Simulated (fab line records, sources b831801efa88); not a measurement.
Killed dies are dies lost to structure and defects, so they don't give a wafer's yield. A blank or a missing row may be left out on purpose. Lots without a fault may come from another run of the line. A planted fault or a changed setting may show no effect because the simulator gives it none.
Tool commonality check | flow gf180mcu | 12 lots, 36 wafers sampled

WHY IT WAS OPENED
At GF_HV_LDD_THK_MEAS_55 the reading HV_LDD_CVD_54_THK is flagged on 1 of 12 lots. Wafers without a fault read 9.99 nm, standard deviation 0.11.
Rule: a lot is flagged when every wafer of it that has a number lies more than 4 standard deviations from that mean, or none has a number. The other lots count as sound.

lot  | measured     | on            | HV_LDD_CVD_54_THK (nm), wafer by wafer | flag
L653 | day 13 04:24 | film_metro-03 | 9.73 9.96 9.81                         |
L655 | day 13 22:07 | film_metro-02 | 9.98 10.13 9.86                        |
L656 | day 14 02:08 | film_metro-03 | 9.95 9.97 9.81                         |
L657 | day 14 08:41 | film_metro-01 | 9.91 9.97 9.92                         |
L658 | day 14 20:31 | film_metro-03 | 10.18 10.04 10.15                      |
L663 | day 16 10:18 | film_metro-03 | 10.16 10.03 10.07                      |
L668 | day 18 05:07 | film_metro-01 | 5.78 5.84 5.72                         | FLAGGED
L670 | day 19 02:35 | film_metro-02 | 9.80 9.76 9.82                         |
L671 | day 19 06:22 | film_metro-01 | 10.03 9.85 9.81                        |
L672 | day 19 12:16 | film_metro-02 | 9.97 10.02 9.95                        |
L673 | day 19 16:15 | film_metro-02 | 9.96 9.89 9.90                         |
L674 | day 20 05:53 | film_metro-02 | 9.96 10.00 10.03                       |
The numbers of the flagged lots are 5.78 nm on average: -4.21 nm against the usual, or -38 standard deviations.

WHICH TOOL RAN EACH LOT
The record holds 1 process step before the reading, out of a route of 602 steps. In each cell: the tool, then ch and the chambers that the sampled wafers went through, then the start.
lot  | flag    | GF_HV_LDD_CVD_54
L653 |         | lpcvd-01 ch 0, day 13 03:22
L655 |         | lpcvd-01 ch 0, day 13 21:05
L656 |         | lpcvd-02 ch 0, day 14 01:07
L657 |         | lpcvd-02 ch 0, day 14 07:39
L658 |         | lpcvd-02 ch 1, day 14 19:30
L663 |         | lpcvd-02 ch 0, day 16 09:17
L668 | FLAGGED | lpcvd-01 ch 0, day 18 04:05
L670 |         | lpcvd-02 ch 0, day 19 01:34
L671 |         | lpcvd-02 ch 1, day 19 05:20
L672 |         | lpcvd-02 ch 0, day 19 11:14
L673 |         | lpcvd-02 ch 1, day 19 15:14
L674 |         | lpcvd-02 ch 1, day 20 04:51
What these steps do:
- GF_HV_LDD_CVD_54: deposits SiO2 from TEOS, target thk 10 nm, time 75 s.
- GF_HV_LDD_THK_MEAS_55

FLAGGED OVER TOTAL, TOOL BY TOOL (the gauges that took the reading come last)
step                  | tool          | lots run | flagged | share of the flagged lots | sound lots run after its first flagged lot
GF_HV_LDD_CVD_54      | lpcvd-01      | 3        | 1       | all                       | 0
GF_HV_LDD_CVD_54      | lpcvd-02      | 9        | 0       | none                      | -
GF_HV_LDD_THK_MEAS_55 | film_metro-01 | 3        | 1       | all                       | 1 (L671)
GF_HV_LDD_THK_MEAS_55 | film_metro-02 | 5        | 0       | none                      | -
GF_HV_LDD_THK_MEAS_55 | film_metro-03 | 4        | 0       | none                      | -

WHAT THE TABLE ALLOWS
2 rows of the table ran every flagged lot: lpcvd-01 at GF_HV_LDD_CVD_54, film_metro-01 at GF_HV_LDD_THK_MEAS_55.
- lpcvd-01 at GF_HV_LDD_CVD_54: 1 of its 3 lots flagged. Its last sound lot is L655 (day 13 21:05), its first flagged lot L668 (day 18 04:05): a fault that began between those two fits. Its own readings lie more than 4 standard deviations out on every wafer of the flagged lots: spike_tc_bottom_C, spike_tc_centre_C, spike_tc_lower_C, spike_tc_upper_C, susceptor_temp_C.
- film_metro-01 at GF_HV_LDD_THK_MEAS_55: 1 of its 3 lots flagged. Sound lots ran on it after the first flagged one (L671), which a lasting fault on the whole tool wouldn't allow.
One tool is left: lpcvd-01 at GF_HV_LDD_CVD_54.

WHAT THE SIMULATOR HAD PUT IN
Process parameter drift: lpcvd-01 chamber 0, from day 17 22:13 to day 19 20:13, at GF_HV_LDD_CVD_54. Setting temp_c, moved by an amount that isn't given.
Lots struck among those shown: L668. The rule above found the same.
